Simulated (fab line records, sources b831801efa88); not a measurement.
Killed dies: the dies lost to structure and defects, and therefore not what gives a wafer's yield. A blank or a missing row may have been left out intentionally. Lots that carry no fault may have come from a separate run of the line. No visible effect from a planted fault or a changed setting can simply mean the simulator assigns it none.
fab line records	flow gf180mcu
record: lots: 15	wafers: 44	last-day: 34
route steps=602 shown POLY_GATE@174 HV_LDD@185 V2@383 M3@413
lots untouched by any fault: they come from a run of this same line in which no faults occurred
start-h: hours from the record's opening day to when the first of the lot's shown wafers began	wait-h: hours from the lot's prior step to this one	" repeats the value in the row above	L1.1+2: a single row standing in for several wafers	- either no value or no given start	* or withheld: withheld	< > ~ a bound
route shown NAME@n: NAME is a module with steps in the file, n the number in the route of the first one	usual: mean and standard deviation over wafers with no fault	same: alike in all rows	chamber/n: place in a boat	sites: per-site readings	_std_site: standard deviation of those values	_edge_site: outer sites' mean less inner sites'	radius-mm: for every site, how far away it sits from the centre of the wafer	mask NAME#n: copy n	behind: the most recent tool/chamber to have shaped the wafer	hold: why the lot was held/for how many hours/how that ended	device: whichever transistor did not switch (one of n, p or np)	end of line: at the end of the route, the tests of the same wafers	where a step has no rows: the recipe by itself	killed: at the first sort, the dies lost to defects and structure; wafer yield is something else	map: a wafer's dies, x killed, . not, _ none there
set.NAME: setting as actually run; set.NAME@STEP: the setting as run at that earlier step	model.NAME: the simulator's own value behind a step, which no gauge read
a sample of lots followed through the steps of the route, with each step as a table and each wafer as a row
services: a tool's chamber out of use, with start hour (start-h, from the record's first day; less than 0 if before it), hours out, and reason
== steps ==
step: GF_POLY_GATE_THK_MEAS_17
recipe: reads: SiO2_of_POLY_GATE_OXIDATION_16
usual: POLY_GATE_OXIDATION_THK: 4.04/0.071
lot.wafer	tool	chamber	start-h	wait-h	POLY_GATE_OXIDATION_THK[nm]
L395.1	film-metro-01	-	198.27	0.0	4.18
L395.4	"	-	"	"	4.08
L395.6	"	-	"	"	4.12
L396.3	film-metro-01	-	208.04	0.0	4.06
L396.4	"	-	"	"	4.08
L396.6	"	-	"	"	3.93
L397.1	film-metro-01	-	216.56	0.0	4.11
L397.4	"	-	"	"	4.04
L397.6	"	-	"	"	3.93
L399.2	film-metro-04	-	234.94	0.0	4.08
L399.3	"	-	"	"	4.11
L399.6	"	-	"	"	4.13
L400.3	film-metro-01	-	239.04	0.0	3.97
L400.5	"	-	"	"	3.96
L400.6	"	-	"	"	3.91
L401.2	film-metro-04	-	242.77	0.0	4.12
L401.4	"	-	"	"	4.17
L401.6	"	-	"	"	4.17
L402.1	film-metro-01	-	249.89	0.0	4.06
L402.4	"	-	"	"	4.03
L402.6	"	-	"	"	4.07
L403.1	film-metro-01	-	259.43	0.0	4.05
L403.4	"	-	"	"	3.96
L403.5	"	-	"	"	3.96
L404.1	film-metro-01	-	263.12	0.0	4.04
L404.2	"	-	"	"	4.08
L404.4	"	-	"	"	3.97
L405.1	film-metro-03	-	271.32	0.0	4.00
L405.3	"	-	"	"	4.05
L405.6	"	-	"	"	3.96
L411.1	film-metro-04	-	312.62	0.0	4.05
L411.3	"	-	"	"	4.19
L411.6	"	-	"	"	4.10
L412.1	film-metro-01	-	319.72	0.0	4.00
L412.2	"	-	"	"	4.04
L412.4	"	-	"	"	3.94
L413.2	film-metro-03	-	330.21	0.0	4.12
L413.5	"	-	"	"	4.13
L415.2	film-metro-04	-	343.08	0.0	4.03
L415.3	"	-	"	"	4.05
L415.5	"	-	"	"	4.08
L416.1	film-metro-03	-	349.16	0.0	3.94
L416.2	"	-	"	"	3.95
L416.6	"	-	"	"	3.92
step: GF_HV_LDD_IMPLANT_09
recipe: species: As	energy-kev: 40	dose-cm2: 1e+14	tilt-deg: 7
lot.wafer	tool	chamber	start-h	wait-h
L395.1+4+6	implanter-01	0	215.91	0.0
L396.3+4+6	implanter-01	0	225.69	0.1
L397.1+4+6	implanter-02	0	234.81	0.0
L399.2+3+6	implanter-01	0	253.70	0.0
L400.3+5+6	implanter-04	0	257.51	0.1
L401.2+4+6	implanter-04	0	262.11	0.0
L402.1+4+6	implanter-02	0	268.59	0.0
L403.1+4+5	implanter-04	0	279.39	0.0
L404.1+2+4	implanter-01	0	282.06	0.0
L405.1+3+6	implanter-04	0	290.34	0.0
L411.1+3+6	implanter-01	0	333.31	0.0
L412.1+2+4	implanter-01	0	341.24	0.0
L413.2+5	implanter-01	0	352.42	0.0
L415.2+3+5	implanter-04	0	365.67	0.0
L416.1+2+6	implanter-04	0	370.91	0.0
step: GF_HV_LDD_RS_MEAS_53
recipe: thk-meas-gauge: four-point-probe
usual: HV_LDD_RS: 418.3/1.1
lot.wafer	tool	chamber	start-h	wait-h	HV_LDD_RS[ohm/sq]
L395.1	film-metro-04	-	272.62	0.1	418.4
L395.4	"	-	"	"	418.8
L395.6	"	-	"	"	419.4
L396.3	film-metro-03	-	284.30	0.1	417.1
L396.4	"	-	"	"	418.3
L396.6	"	-	"	"	418.2
L397.1	film-metro-04	-	293.51	0.1	418.4
L397.4	"	-	"	"	418.0
L397.6	"	-	"	"	419.4
L399.2	film-metro-02	-	314.76	0.1	417.4
L399.3	"	-	"	"	418.1
L399.6	"	-	"	"	418.2
L400.3	film-metro-02	-	317.91	0.1	416.4
L400.5	"	-	"	"	417.7
L400.6	"	-	"	"	417.0
L401.2	film-metro-04	-	323.51	0.1	419.6
L401.4	"	-	"	"	419.7
L401.6	"	-	"	"	419.1
L402.1	film-metro-04	-	330.36	0.1	418.3
L402.4	"	-	"	"	418.4
L402.6	"	-	"	"	419.2
L403.1	film-metro-04	-	341.52	0.1	420.1
L403.4	"	-	"	"	418.5
L403.5	"	-	"	"	419.3
L404.1	film-metro-03	-	345.27	0.1	417.8
L404.2	"	-	"	"	417.9
L404.4	"	-	"	"	417.6
L405.1	film-metro-03	-	354.69	0.1	419.2
L405.3	"	-	"	"	418.9
L405.6	"	-	"	"	418.4
L411.1	film-metro-04	-	402.54	0.1	423.2
L411.3	"	-	"	"	418.3
L411.6	"	-	"	"	417.3
L412.1	film-metro-03	-	410.67	0.1	425.0
L412.2	"	-	"	"	420.0
L412.4	"	-	"	"	420.0
L413.2	film-metro-02	-	421.84	0.1	418.2
L413.5	"	-	"	"	423.5
L415.2	film-metro-02	-	438.13	0.1	417.7
L415.3	"	-	"	"	418.0
L415.5	"	-	"	"	419.3
L416.1	film-metro-02	-	442.32	0.1	419.9
L416.2	"	-	"	"	419.3
L416.6	"	-	"	"	420.6
step: GF_V2_THK_MEAS_01
recipe: reads: SiO2_of_V2_CVD_00
usual: V2_CVD_00_THK: 602/6.1
lot.wafer	tool	chamber	start-h	wait-h	V2_CVD_00_THK[nm]
L395.1	film-metro-03	-	435.33	0.0	604
L395.4	"	-	"	"	604
L395.6	"	-	"	"	600
L396.3	film-metro-02	-	452.36	0.1	594
L396.4	"	-	"	"	601
L396.6	"	-	"	"	598
L397.1	film-metro-02	-	462.87	0.0	593
L397.4	"	-	"	"	601
L397.6	"	-	"	"	608
L399.2	film-metro-02	-	486.88	0.0	602
L399.3	"	-	"	"	614
L399.6	"	-	"	"	597
L400.3	film-metro-02	-	492.36	0.1	599
L400.5	"	-	"	"	608
L400.6	"	-	"	"	606
L401.2	film-metro-03	-	496.34	0.0	593
L401.4	"	-	"	"	594
L401.6	"	-	"	"	597
L402.1	film-metro-03	-	504.02	0.0	589
L402.4	"	-	"	"	594
L402.6	"	-	"	"	599
L403.1	film-metro-02	-	516.17	0.0	621
L403.4	"	-	"	"	612
L403.5	"	-	"	"	612
L404.1	film-metro-03	-	519.54	0.0	601
L404.2	"	-	"	"	593
L404.4	"	-	"	"	604
L405.1	film-metro-03	-	531.37	0.0	609
L405.3	"	-	"	"	606
L405.6	"	-	"	"	607
L411.1	film-metro-04	-	579.32	0.0	607
L411.3	"	-	"	"	611
L411.6	"	-	"	"	614
L412.1	film-metro-02	-	585.51	0.0	607
L412.2	"	-	"	"	601
L412.4	"	-	"	"	600
L413.2	film-metro-04	-	594.70	0.0	604
L413.5	"	-	"	"	606
L415.2	film-metro-03	-	608.92	0.0	601
L415.3	"	-	"	"	602
L415.5	"	-	"	"	603
L416.1	film-metro-02	-	612.47	0.1	606
L416.2	"	-	"	"	595
L416.6	"	-	"	"	600
step: GF_M3_SPUTTER_04
recipe: material: TiN	target-thk-nm: 50	power-w: 6500	time-s: 41.7	chamber-pressure-pa: 0.4
usual: throttle-valve-pct: 29.8/1
lot.wafer	tool	chamber	start-h	wait-h	throttle-valve-pct
L395.1	pvd-sputter-04	-	462.54	0.0	29.6
L395.4	"	-	"	"	28.5
L395.6	"	-	"	"	28.8
L396.3	pvd-sputter-01	-	479.49	0.0	27.9
L396.4	"	-	"	"	30.6
L396.6	"	-	"	"	30.9
L397.1	pvd-sputter-01	-	489.48	0.0	31.1
L397.4	"	-	"	"	27.7
L397.6	"	-	"	"	31.2
L399.2	pvd-sputter-03	-	512.60	0.0	29.2
L399.3	"	-	"	"	30.8
L399.6	"	-	"	"	30.7
L400.3	pvd-sputter-01	-	518.00	0.0	30.6
L400.5	"	-	"	"	31.1
L400.6	"	-	"	"	30.6
L401.2	pvd-sputter-03	-	522.43	0.0	30.2
L401.4	"	-	"	"	29.1
L401.6	"	-	"	"	28.9
L402.1	pvd-sputter-01	-	529.83	0.0	31.0
L402.4	"	-	"	"	27.7
L402.6	"	-	"	"	30.9
L403.1	pvd-sputter-04	-	541.33	0.0	30.0
L403.4	"	-	"	"	29.4
L403.5	"	-	"	"	28.7
L404.1	pvd-sputter-04	-	544.61	0.0	28.5
L404.2	"	-	"	"	29.8
L404.4	"	-	"	"	29.9
L405.1	pvd-sputter-04	-	556.37	0.0	28.4
L405.3	"	-	"	"	30.1
L405.6	"	-	"	"	28.8
L411.1	pvd-sputter-04	-	602.23	0.0	29.7
L411.3	"	-	"	"	28.6
L411.6	"	-	"	"	29.9
L412.1	pvd-sputter-03	-	609.38	0.0	30.5
L412.2	"	-	"	"	30.8
L412.4	"	-	"	"	30.2
L413.2	pvd-sputter-03	-	617.71	0.0	30.8
L413.5	"	-	"	"	30.5
L415.2	pvd-sputter-01	-	631.69	0.0	30.7
L415.3	"	-	"	"	31.0
L415.5	"	-	"	"	27.9
L416.1	pvd-sputter-01	-	634.99	0.0	28.1
L416.2	"	-	"	"	30.9
L416.6	"	-	"	"	28.0
== services ==
tool	chamber	start-h	hours	kind
pvd-sputter-01	-	195.32	1.8	repair
implanter-04	-	210.89	24.5	pm
implanter-04	-	243.31	2.8	repair
pvd-sputter-03	-	249.99	3.0	repair
implanter-04	-	259.90	0.8	repair
implanter-02	-	275.19	8.1	pm
implanter-02	-	340.02	2.9	repair
implanter-02	-	363.62	2.5	pm
implanter-01	-	367.31	1.5	repair
implanter-04	-	388.66	3.0	pm
pvd-sputter-01	-	398.68	1.9	repair
implanter-02	-	416.25	1.4	repair
implanter-01	-	417.13	4.8	pm
implanter-04	-	418.56	4.8	repair
implanter-01	-	456.62	0.5	repair
implanter-02	-	492.65	7.4	repair
pvd-sputter-04	-	504.29	16.0	repair
pvd-sputter-01	-	510.15	2.3	repair
implanter-01	-	510.47	2.8	pm
implanter-01	-	547.37	2.7	repair
implanter-01	-	552.95	1.7	repair
implanter-01	-	553.10	2.7	repair
pvd-sputter-03	-	577.76	1.9	repair
pvd-sputter-04	-	585.82	1.3	repair
== key ==
first-sign: step: GF_HV_LDD_RS_MEAS_53	reading: HV_LDD_RS	direction: up	sigmas: 5.3	usual: 418.3	struck: 423.9
effect none on later readings
met-at GF_HV_LDD_IMPLANT_09
struck-lots L411,L412,L413
struck-wafers L411.1,L412.1,L413.5
tester-left-out L411,L412,L413
not-acting-at GF_POLY_GATE_THK_MEAS_17,GF_V2_THK_MEAS_01,GF_M3_SPUTTER_04
onset-between 282.06 333.31
fault: kind: process-parameter-drift	tool: implanter-01	chamber: -	onset-h: 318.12	steps: GF_HV_LDD_IMPLANT_09	channel: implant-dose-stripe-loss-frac	offset: 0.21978	shape: step	end-h: 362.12	scope: struck-wafers-only
tester-left-out: of these lots the tester's yield and bins aren't shown, on N5 and GAA mostly nor the transistor test; their killed dies are dies lost to structure and defects alone, not to doping, threshold or leakage, so they don't give the yield
